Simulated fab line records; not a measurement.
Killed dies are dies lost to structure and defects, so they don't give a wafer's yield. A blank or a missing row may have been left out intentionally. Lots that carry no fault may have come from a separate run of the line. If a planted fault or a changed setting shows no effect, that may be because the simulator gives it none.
Which of the tools did it? + flow sky130 + 39 wafers from 13 lots sampled at 3 of the route's 708 steps

WHAT THE GAUGES SHOWED, per wafer
SKY_SONOS_ONO_OVL_MEAS_14.
| lot  | measured     | on         | SONOS_ONO_OVL (nm) |
|------|--------------|------------|--------------------|
| L860 | day 12 21:33 | overlay-01 | -0.8 -0.9 -1.7     |
| L861 | day 13 05:59 | overlay-02 | -0.5 0.0 -0.5      |
| L863 | day 14 02:51 | overlay-01 | -1.3 -0.5 -0.5     |
| L865 | day 14 14:21 | overlay-02 | -1.9 -2.2 -0.4     |
| L866 | day 14 23:50 | overlay-02 | 0.3 0.0 -0.1       |
| L867 | day 15 02:35 | overlay-01 | -2.2 -4.1 -4.1     |
| L869 | day 16 03:15 | overlay-02 | -1.5 -1.4 -1.8     |
| L870 | day 16 12:46 | overlay-01 | 0.5 1.9 0.6        |
| L871 | day 16 17:21 | overlay-02 | -1.2 -0.1 -0.5     |
| L872 | day 17 19:16 | overlay-02 | -1.2 -1.3 -2.3     |
| L873 | day 17 19:38 | overlay-02 | -0.8 -0.3 -1.1     |
| L876 | day 18 09:52 | overlay-01 | -3.2 -1.8 -3.4     |
| L878 | day 18 23:39 | overlay-01 | -0.5 -4.3 -2.6     |

SKY_POLY_GATE_CD_MEAS_13: target cd 150 nm.
| lot  | measured     | on        | cd nm (nm)        |
|------|--------------|-----------|-------------------|
| L860 | day 16 15:20 | cd sem-02 | 149.9 149.7 149.4 |
| L861 | day 17 02:05 | cd sem-01 | 149.6 149.3 149.9 |
| L863 | day 18 00:40 | cd sem-02 | 150.4 148.6 150.9 |
| L865 | day 18 13:28 | cd sem-01 | 147.5 148.3 148.5 |
| L866 | day 18 23:56 | cd sem-02 | 151.1 151.5 151.5 |
| L867 | day 19 04:34 | cd sem-02 | 150.5 150.8 151.5 |
| L869 | day 20 04:01 | cd sem-02 | 147.9 148.9 147.3 |
| L870 | day 20 13:10 | cd sem-01 | 149.1 149.3 150.7 |
| L871 | day 20 20:29 | cd sem-02 | 150.4 150.4 150.3 |
| L872 | day 21 21:01 | cd sem-01 | 150.7 150.3 149.6 |
| L873 | day 22 00:11 | cd sem-02 | 151.1 149.6 151.4 |
| L876 | day 22 15:02 | cd sem-01 | 149.5 151.0 151.5 |
| L878 | day 23 02:07 | cd sem-02 | 149.8 151.2 151.8 |

SKY_POLY_GATE_OVL_MEAS_14.
| lot  | measured     | on         | POLY_GATE_OVL (nm) |
|------|--------------|------------|--------------------|
| L860 | day 16 15:27 | overlay-01 | -7 -5 -4           |
| L861 | day 17 02:12 | overlay-01 | -6 -10 -4          |
| L863 | day 18 00:47 | overlay-02 | -1 6 4             |
| L865 | day 18 13:34 | overlay-01 | -1 -1 -3           |
| L866 | day 19 00:03 | overlay-02 | -2 -4 -3           |
| L867 | day 19 04:41 | overlay-01 | -5 -1 4            |
| L869 | day 20 04:08 | overlay-01 | -6 -4 -1           |
| L870 | day 20 13:15 | overlay-02 | -12 -7 -9          |
| L871 | day 20 20:36 | overlay-02 | -5 -4 -8           |
| L872 | day 21 21:07 | overlay-01 | -2 -3 -1           |
| L873 | day 22 00:18 | overlay-02 | -5 -2 5            |
| L876 | day 22 15:07 | overlay-02 | -9 -12 -5          |
| L878 | day 23 02:13 | overlay-02 | 0 -11 -8           |

WHAT TOOL EACH LOT RAN ON (gives the tool, then ch and the chambers of the sampled wafers, and finally the start)
The record holds no process step before these readings.

AS READ BY THE TOOLS THEMSELVES (means over the sampled wafers that have a number; for cases with no such wafer, the mark the record gives instead)
The record holds no such reading with a usual standard deviation.

THE ANSWER, worked out from the rows above alone
Rule: what is usual is taken from the lots themselves. Put in order of their means at a reading, lots are off if they are a third of the lots or fewer, leave a main group of 4 or more, and stand apart from it by a gap of 3 or more times the standard deviation of the main group's means; of several such gaps the widest counts. The tables above print the reading to a certain number of digits; a main group whose means all agree to those digits is not used. A lot without any number at a reading at which 4 lots or more have one is off too. Where the step has rows for the other lots, those lots are counted as sound. The gauges are gone through in route order, then the tools' own readings, and for those a lot's mean is taken as printed above. At the first step where some lot is off, the reading lying furthest off is the one used; lots without a number count as furthest.
Across all readings shown, no lot is off: no conclusion can be drawn from this.

WHAT WAS PUT IN BY THE SIMULATOR
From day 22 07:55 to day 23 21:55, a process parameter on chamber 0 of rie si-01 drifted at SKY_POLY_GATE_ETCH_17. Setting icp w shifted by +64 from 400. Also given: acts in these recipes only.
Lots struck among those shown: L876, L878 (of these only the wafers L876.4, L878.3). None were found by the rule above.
